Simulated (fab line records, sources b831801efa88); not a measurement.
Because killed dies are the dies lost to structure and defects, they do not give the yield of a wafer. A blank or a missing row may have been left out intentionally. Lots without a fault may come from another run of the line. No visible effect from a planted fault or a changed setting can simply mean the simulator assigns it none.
fab line records | flow sky130
record: lots: 6 wafers: 18 last_day: 50
route steps=708 shown VIA1@460 PAD_OPEN@708
lots untouched by any fault: they come from a run of this same line in which no faults occurred
start_h: start of the lot's first displayed wafer, in hours after the record's first day | wait_h: hours elapsed since this lot's preceding step | " same as the row above | L1.1+2: one row covering several wafers at once | - no value, or no start was given | * or withheld: withheld | < > ~ a bound
route shown NAME@n: NAME is a module with steps in the file, n the number in the route of the first one | usual: average and standard deviation across the fault-free wafers | same: alike in all rows | chamber/n: place in a boat | sites: each site's reading | _std_site: standard deviation across them | _edge_site: outer sites' mean less inner sites' | radius_mm: how far each site lies from the wafer's centre | mask NAME#n: copy n | behind: tool/chamber where the wafer was last shaped | hold: the reason the lot was held/the length of the hold in hours/how it ended | device: which transistor (n, p or np) failed to switch | end of line: the same wafers' tests at the end of the route | where a step has no rows: the recipe by itself | killed: the dies lost at the first sort to structure and to defects; this is not the yield of the wafer | map: per-die view of a wafer (x killed, . not killed, _ where there is no die)
set.NAME: setting as actually run; set.NAME@STEP: the setting as run at that earlier step | model.NAME: the simulator's own value behind a step, which no gauge read
certain route steps with their lots: each step a table, each wafer a row
services: from which hour (start_h, from the record's first day; less than 0 if before it) a tool's chamber was out of use, for how many hours, and why
== steps ==
step: SKY_VIA1_CMP_02
recipe: material: SiO2 down_force_psi: 4 platen_rpm: 60 pad_velocity_m_s: 0.94248
usual: motor_current_A: 13.1/1.1
columns lot.wafer tool chamber start_h wait_h motor_current_A
L450.2 cmp-01 0 821.42 0.0 15.1
L450.3 " 2 " " 13.3
L450.1 " 3 " " 13.2
L454.4 cmp-01 3 837.42 0.0 12.5
L454.2 " 1 " " 12.7
L454.6 " 0 " " 15.5
L456.3 cmp-01 1 861.38 0.2 12.7
L456.6 " 2 " " 13.8
L456.5 " 3 " " 12.6
L460.1 cmp-01 1 890.73 0.1 12.3
L460.3 " 2 " " 12.7
L460.4 " 3 " " 12.7
L461.1 cmp-02 2 898.90 0.2 12.5
L461.6 " 3 " " 13.5
L461.5 " 0 " " 13.0
L468.3 cmp-01 0 949.27 0.3 14.9
L468.2 " 2 " " 13.3
L468.6 " 0 " " 14.1
step: SKY_VIA1_BOW_MEAS_03
recipe: mode: bow
usual: VIA1_BOW: 79/7.3
columns lot.wafer tool chamber start_h wait_h VIA1_BOW[um]
L450.1 film_metro-02 - 821.72 0.1 71
L450.2 " - " " 83
L450.3 " - " " 87
L454.2 film_metro-04 - 837.74 0.2 67
L454.4 " - " " 93
L454.6 " - " " 82
L456.3 film_metro-01 - 861.57 0.1 77
L456.5 " - " " 84
L456.6 " - " " 72
L460.1 film_metro-04 - 890.98 0.2 76
L460.3 " - " " 69
L460.4 " - " " 78
L461.1 film_metro-04 - 899.05 0.1 90
L461.5 " - " " 80
L461.6 " - " " 82
L468.2 film_metro-04 - 949.59 0.2 82
L468.3 " - " " 65
L468.6 " - " " 65
step: SKY_VIA1_DEHYDRATE_04
recipe: temp_c: 200 time_s: 60
step: SKY_VIA1_HMDS_05
recipe: prime_time_s: 60 prime_temp_c: 120
step: SKY_VIA1_COAT_06
recipe: resist: BARC temp_c: withheld time_s: withheld spin_rpm: 3000 resist_thk_nm: 60
step: SKY_VIA1_COAT_07
recipe: resist: KrF-thick spin_rpm: 3000 resist_thk_nm: 450
step: SKY_VIA1_SOFTBAKE_08
recipe: temp_c: 100 time_s: 90 resist: KrF-thick
step: SKY_VIA1_EXPOSE_09
recipe: mask_id: VIM na: 0.8 source_shape: annular sigma_inner: 0.55 sigma_outer: 0.85 target_cd_nm: 150 dose_mj: 38
step: SKY_VIA1_PEB_10
recipe: peb_temp_c: withheld peb_time_s: withheld resist: KrF-thick
step: SKY_VIA1_DEVELOP_11
recipe: develop_time_s: 60 resist: KrF-thick dev_temp_c: 21
step: SKY_VIA1_CD_MEAS_12
recipe: target_cd_nm: 150
usual: cd_nm: 150.9/1.7
columns lot.wafer tool chamber start_h wait_h cd_nm
L450.1 cd_sem-02 - 847.23 - 151.0
L450.2 " - " " 151.7
L450.3 " - " " 152.0
L454.2 cd_sem-01 - 863.42 - 147.7
L454.4 " - " " 149.5
L454.6 " - " " 149.0
L456.3 cd_sem-02 - 887.82 - 151.7
L456.5 " - " " 152.3
L456.6 " - " " 151.7
L460.1 cd_sem-01 - 916.28 - 149.3
L460.3 " - " " 148.3
L460.4 " - " " 151.7
L461.1 cd_sem-02 - 923.83 - 149.2
L461.5 " - " " 150.3
L461.6 " - " " 153.0
L468.2 cd_sem-01 - 973.70 - 153.7
L468.3 " - " " 151.6
L468.6 " - " " 151.9
step: SKY_VIA1_OVL_MEAS_13
usual: VIA1_OVL: 0/4.6
columns lot.wafer tool chamber start_h wait_h VIA1_OVL[nm]
L450.1 overlay-01 - 847.35 0.1 -2
L450.2 " - " " -1
L450.3 " - " " -4
L454.2 overlay-02 - 863.53 0.1 3
L454.4 " - " " -1
L454.6 " - " " -5
L456.3 overlay-02 - 887.91 0.1 1
L456.5 " - " " 0
L456.6 " - " " -3
L460.1 overlay-01 - 916.40 0.1 2
L460.3 " - " " -1
L460.4 " - " " 1
L461.1 overlay-01 - 923.95 0.1 -9
L461.5 " - " " -3
L461.6 " - " " 2
L468.2 overlay-02 - 973.81 0.1 1
L468.3 " - " " 5
L468.6 " - " " 4
step: SKY_VIA1_ETCH_14
recipe: chemistry: N2/H2 target: BARC ion_energy_ev: 200 source_w: 500 bias_w: 100 pressure_mtorr: 30 n2_flow_sccm: 100 h2_flow_sccm: 200 stop_on: SiO2 time_s: 45.9 target_depth_a: 600
usual: bias_w: 100.04/0.29 drypump_motor_current_A: 5.8/0.39 oes_product_au: 0.855/0.0049 throttle_valve_pct: 13.223/0.0082
columns lot.wafer tool chamber start_h wait_h bias_w drypump_motor_current_A oes_product_au rf_hours_counter_h throttle_valve_pct
L450.1 rie_diel-02 0 847.38 0.0 100.05 5.9 0.863 11 13.229
L450.2 " 1 " " 100.14 5.9 0.857 22 13.209
L450.3 " 3 " " 99.89 6.0 0.858 3 13.229
L454.2 rie_diel-02 2 863.56 0.0 100.21 5.8 0.864 10 13.231
L454.4 " 0 " " 99.87 5.9 0.858 - 13.216
L454.6 " 2 " " 100.17 5.8 0.855 - 13.224
L456.3 rie_diel-02 0 887.94 0.0 100.30 6.0 0.856 12 13.214
L456.5 " 0 " " 100.31 5.9 0.856 - 13.233
L456.6 " 1 " " 99.95 5.9 0.852 - 13.234
L460.1 rie_diel-02 0 916.44 0.0 104.02 5.9 0.850 12 13.227
L460.3 " 3 " " 104.27 6.0 0.859 5 13.229
L460.4 " 1 " " 104.78 5.9 0.857 1 13.222
L461.1 rie_diel-02 2 923.99 0.0 104.22 5.8 0.855 12 13.224
L461.5 " 2 " " 103.98 5.8 0.857 - 13.226
L461.6 " 3 " " 104.11 6.0 0.850 - 13.227
L468.2 rie_diel-04 1 973.84 0.0 99.57 5.7 0.850 14 13.221
L468.3 " 3 " " 100.07 4.8 0.852 3 13.217
L468.6 " 3 " " 100.02 4.7 0.862 - 13.218
step: SKY_VIA1_ETCH_15
recipe: target: SiO2 chemistry: C4F8/O2/Ar target_depth_nm: 351 stop_on: TiN mask_material: KrF-thick source_w: 1500 bias_w: 1200 pressure_mtorr: 40 c4f8_flow_sccm: withheld O2_flow_sccm: 6 Ar_flow_sccm: 300 time_s: 54
usual: bias_w: 1200/3.6 oes_product_au: 0.987/0.0062
columns lot.wafer tool chamber start_h wait_h bias_w oes_product_au rf_hours_counter_h
L450.1 rie_diel-02 0 847.43 0.0 1203 0.989 11
L450.2 " 1 " " 1198 0.991 22
L450.3 " 3 " " 1204 0.991 3
L454.2 rie_diel-02 2 863.60 0.0 1197 0.974 10
L454.4 " 0 " " 1204 0.981 -
L454.6 " 2 " " 1199 0.987 -
L456.3 rie_diel-02 0 887.98 0.0 1195 0.983 12
L456.5 " 0 " " 1199 0.976 -
L456.6 " 1 " " 1191 0.983 -
L460.1 rie_diel-02 0 916.48 0.0 1199 0.984 13
L460.3 " 3 " " 1201 0.987 5
L460.4 " 1 " " 1196 0.998 1
L461.1 rie_diel-02 2 924.03 0.0 1202 0.982 12
L461.5 " 2 " " 1202 0.982 -
L461.6 " 3 " " 1198 0.986 -
L468.2 rie_diel-04 1 973.88 0.0 1205 0.985 14
L468.3 " 3 " " 1202 0.997 3
L468.6 " 3 " " 1198 0.988 -
step: SKY_PAD_OPEN_PROBE_99
usual: defect_limited_yield: 82.1/1.8 killed_at_M0_to_M3: 45/6.9 killed_at_M4_up: 3.2/1.8 killed_at_contacts: 25/5.3 killed_at_front_end: 16/4.3 killed_at_other: 0.2/0.52 killed_dies: 88/8.7 killed_open: 48/6.5 killed_short: 40/6 sort_bin_3_pad_short: 0.9/0.4 sort_bin_5_function: 10.8/1.5 sort_bin_6_memory: 6.3/1 sort_n_pass: 404/8.7 sort_yield_pct: 82.1/1.8
same: gross_dies: 492 killed_at_back_side: 0 sort_bin_4_leakage[%]: 0 sort_bin_8_speed[%]: 0
columns lot.wafer tool chamber start_h wait_h defect_limited_yield[%] killed_at_M0_to_M3 killed_at_M4_up killed_at_contacts killed_at_front_end killed_at_other killed_dies killed_open killed_short sort_bin_3_pad_short[%] sort_bin_5_function[%] sort_bin_6_memory[%] sort_n_pass sort_yield_pct[%]
L450.1 prober-02 - 1113.18 0.1 80.3 45 5 35 12 0 97 46 51 0.6 13.0 6.1 395 80.3
L450.2 prober-02 - 1113.23 0.1 81.7 49 4 18 19 0 90 54 36 0.6 12.0 5.7 402 81.7
L450.3 prober-02 - 1113.28 0.2 82.7 47 5 20 13 0 85 52 33 0.6 8.9 7.7 407 82.7
L454.2 prober-02 - 1127.01 0.1 80.7 45 3 35 12 0 95 56 39 0.8 10.6 7.9 397 80.7
L454.4 prober-02 - 1127.11 0.2 80.7 51 3 25 16 0 95 45 50 1.2 12.2 5.9 397 80.7
L454.6 prober-02 - 1127.21 0.2 83.5 40 3 24 14 0 81 47 34 1.0 9.3 6.1 411 83.5
L456.3 prober-01 - 1151.84 0.2 80.9 52 3 20 19 0 94 56 37 0.8 11.4 6.9 398 80.9
L456.5 prober-01 - 1151.94 0.2 84.8 36 0 20 19 0 75 43 31 0.6 9.8 4.9 417 84.8
L456.6 prober-01 - 1151.99 0.2 83.7 39 4 20 17 0 80 45 34 1.0 9.6 5.7 412 83.7
L460.1 prober-02 - 1173.14 0.1 81.3 51 3 20 17 1 92 48 44 0.4 11.4 6.9 400 81.3
L460.3 prober-02 - 1173.24 0.2 82.9 47 7 19 11 0 84 44 40 1.0 10.4 5.7 408 82.9
L460.4 prober-02 - 1173.29 0.2 80.1 45 6 25 20 2 98 51 47 0.8 12.6 6.5 394 80.1
L461.1 prober-01 - 1176.54 0.1 82.1 42 5 28 13 0 88 47 40 0.2 11.2 6.5 404 82.1
L461.5 prober-01 - 1176.74 0.2 82.9 50 1 20 13 0 84 42 42 1.2 10.2 5.7 408 82.9
L461.6 prober-01 - 1176.79 0.2 82.5 47 2 21 16 0 86 41 44 1.4 10.8 5.3 406 82.5
L468.2 prober-01 - 1208.01 0.1 85.8 29 1 25 15 0 70 42 28 0.6 8.1 5.5 422 85.8
L468.3 prober-01 - 1208.06 0.2 81.9 45 0 29 15 0 89 46 43 1.6 12.2 4.3 403 81.9
L468.6 prober-01 - 1208.21 0.2 80.7 46 1 36 12 0 95 58 37 0.8 12.0 6.5 397 80.7
killed by level:class
L450.1 LI_CONTACT:geometric_particle:open=10 CONTACT:geometric_particle:open=9 VIA1:geometric_particle:short=8 VIA2:geometric_particle:open=7 VIA3:geometric_particle:short=6 VIA3:geometric_particle:open=6 LI_CONTACT:geometric_particle:short=5 CONTACT:geometric_particle:short=5
L450.2 VIA1:geometric_particle:open=15 VIA2:geometric_particle:open=8 VIA1:geometric_particle:short=6 FIELD_ISO:geometric_particle:open=5 VIA3:geometric_particle:open=5 LI_CONTACT:geometric_particle:open=4 CONTACT:geometric_particle:open=4 VIA3:geometric_particle:short=4
L450.3 VIA1:geometric_particle:open=9 CONTACT:geometric_particle:open=9 METAL1:geometric_particle:short=7 VIA2:geometric_particle:open=7 VIA3:geometric_particle:open=6 LI_CONTACT:geometric_particle:open=5 METAL2:geometric_particle:short=5 FIELD_ISO:geometric_particle:open=4
L454.2 CONTACT:geometric_particle:open=16 VIA1:geometric_particle:open=10 VIA2:geometric_particle:open=9 LI_CONTACT:geometric_particle:open=7 METAL1:geometric_particle:short=6 LOCAL_INTERCONNECT:geometric_particle:short=5 VIA3:geometric_particle:open=5 FIELD_ISO:geometric_particle:short=4
L454.4 VIA1:geometric_particle:open=10 VIA1:geometric_particle:short=8 FIELD_ISO:geometric_particle:short=7 CONTACT:geometric_particle:short=7 VIA3:geometric_particle:open=7 VIA2:geometric_particle:open=6 VIA3:geometric_particle:short=5 CONTACT:geometric_particle:open=5
L454.6 VIA1:geometric_particle:open=11 CONTACT:geometric_particle:open=10 VIA2:geometric_particle:open=8 FIELD_ISO:geometric_particle:short=7 METAL2:geometric_particle:short=6 LI_CONTACT:geometric_particle:open=5 CONTACT:geometric_particle:short=4 VIA1:geometric_particle:short=4
L456.3 VIA1:geometric_particle:open=11 VIA3:geometric_particle:open=10 VIA3:geometric_particle:short=8 CONTACT:geometric_particle:open=7 LI_CONTACT:geometric_particle:open=7 VIA2:geometric_particle:open=7 FIELD_ISO:geometric_particle:open=6 POLY_GATE:geometric_particle:short=6
L456.5 CONTACT:geometric_particle:open=8 VIA3:geometric_particle:short=7 CONTACT:geometric_particle:short=6 VIA1:geometric_particle:open=6 VIA2:geometric_particle:open=6 POLY_GATE:geometric_particle:open=5 SPACER:geometric_particle:open=5 VIA3:geometric_particle:open=5
L456.6 VIA3:geometric_particle:open=11 VIA1:geometric_particle:open=11 CONTACT:geometric_particle:open=7 VIA2:geometric_particle:open=6 POLY_GATE:geometric_particle:open=4 SPACER:geometric_particle:short=4 METAL2:geometric_particle:short=4 FIELD_ISO:geometric_particle:short=3
L460.1 VIA1:geometric_particle:short=11 VIA1:geometric_particle:open=9 CONTACT:geometric_particle:open=8 VIA2:geometric_particle:open=7 FIELD_ISO:geometric_particle:open=5 CONTACT:geometric_particle:short=5 VIA3:geometric_particle:open=5 FIELD_ISO:geometric_particle:short=4
L460.3 VIA1:geometric_particle:open=10 METAL2:geometric_particle:short=9 LI_CONTACT:geometric_particle:open=8 FIELD_ISO:geometric_particle:open=6 CONTACT:geometric_particle:open=6 METAL1:geometric_particle:short=6 VIA1:geometric_particle:short=5 METAL4:geometric_particle:short=5
L460.4 VIA1:geometric_particle:short=8 VIA3:geometric_particle:open=8 LI_CONTACT:geometric_particle:open=8 FIELD_ISO:geometric_particle:open=7 CONTACT:geometric_particle:open=7 VIA1:geometric_particle:open=7 METAL2:geometric_particle:short=6 LOCAL_INTERCONNECT:geometric_particle:short=5
L461.1 CONTACT:geometric_particle:open=13 VIA1:geometric_particle:open=11 LOCAL_INTERCONNECT:geometric_particle:short=9 METAL1:geometric_particle:short=7 VIA1:geometric_particle:short=6 VIA2:geometric_particle:open=4 VIA3:geometric_particle:open=4 FIELD_ISO:geometric_particle:short=3
L461.5 VIA1:geometric_particle:open=9 VIA2:geometric_particle:open=9 LOCAL_INTERCONNECT:geometric_particle:short=6 METAL2:geometric_particle:short=5 LI_CONTACT:geometric_particle:open=5 VIA2:geometric_particle:short=5 VIA3:geometric_particle:open=5 METAL1:geometric_particle:short=4
L461.6 VIA1:geometric_particle:open=14 CONTACT:geometric_particle:short=11 VIA2:geometric_particle:short=6 POLY_GATE:geometric_particle:open=5 VIA1:geometric_particle:short=5 VIA2:geometric_particle:open=5 CONTACT:geometric_particle:open=4 METAL1:geometric_particle:short=4
L468.2 CONTACT:geometric_particle:open=10 VIA1:geometric_particle:open=10 LOCAL_INTERCONNECT:geometric_particle:short=5 FIELD_ISO:geometric_particle:open=4 LI_CONTACT:geometric_particle:open=4 VIA2:geometric_particle:open=4 FIELD_ISO:geometric_particle:short=3 CONTACT:geometric_particle:short=3
L468.3 VIA1:geometric_particle:open=10 LI_CONTACT:geometric_particle:open=8 CONTACT:geometric_particle:open=7 VIA3:geometric_particle:open=7 LI_CONTACT:geometric_particle:short=6 METAL3:geometric_particle:short=6 FIELD_ISO:geometric_particle:short=4 VIA2:geometric_particle:open=4
L468.6 VIA1:geometric_particle:open=12 LI_CONTACT:geometric_particle:open=11 LOCAL_INTERCONNECT:geometric_particle:short=9 VIA3:geometric_particle:open=8 CONTACT:geometric_particle:open=8 VIA2:geometric_particle:open=6 POLY_GATE:geometric_particle:open=5 METAL3:geometric_particle:short=4
== services ==
columns tool chamber start_h hours kind
rie_diel-04 3 833.16 - clean
rie_diel-04 3 833.16 14.2 scheduled_down
rie_diel-04 3 833.16 14.2 vent_cycle
rie_diel-02 2 836.68 4.6 repair
rie_diel-04 2 853.39 14.0 repair
rie_diel-02 1 860.73 - clean
rie_diel-02 1 860.73 22.0 scheduled_down
rie_diel-02 1 860.73 22.0 vent_cycle
rie_diel-02 0 865.13 4.1 repair
rie_diel-02 - 896.32 1.2 repair
cmp-02 - 902.27 3.6 repair
cmp-02 - 912.29 4.0 pm
rie_diel-04 0 915.29 6.4 repair
cmp-02 - 916.29 - consumable_replace:conditioner
cmp-02 - 916.29 - consumable_replace:pad
rie_diel-02 1 922.30 7.3 repair
cmp-01 - 924.51 4.7 pm
cmp-02 - 944.16 17.6 pm
rie_diel-02 1 945.83 2.0 repair
cmp-01 - 965.00 1.7 repair
== key ==
first_sign: step: SKY_VIA1_ETCH_14 reading: bias_w direction: up sigmas: 14 usual: 100.04 struck: 104.23
effect none on later readings
met_at SKY_VIA1_ETCH_14
struck_wafers L460.1,L460.3,L460.4,L461.1,L461.5,L461.6
onset_between 887.94 916.44
fault: kind: process_parameter_drift tool: rie_diel-02 chamber: - onset_h: 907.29 steps: SKY_VIA1_ETCH_14 channel: bias_w offset: 3.9061 shape: step end_h: 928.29 acts_in: these_recipes_only stated: 100
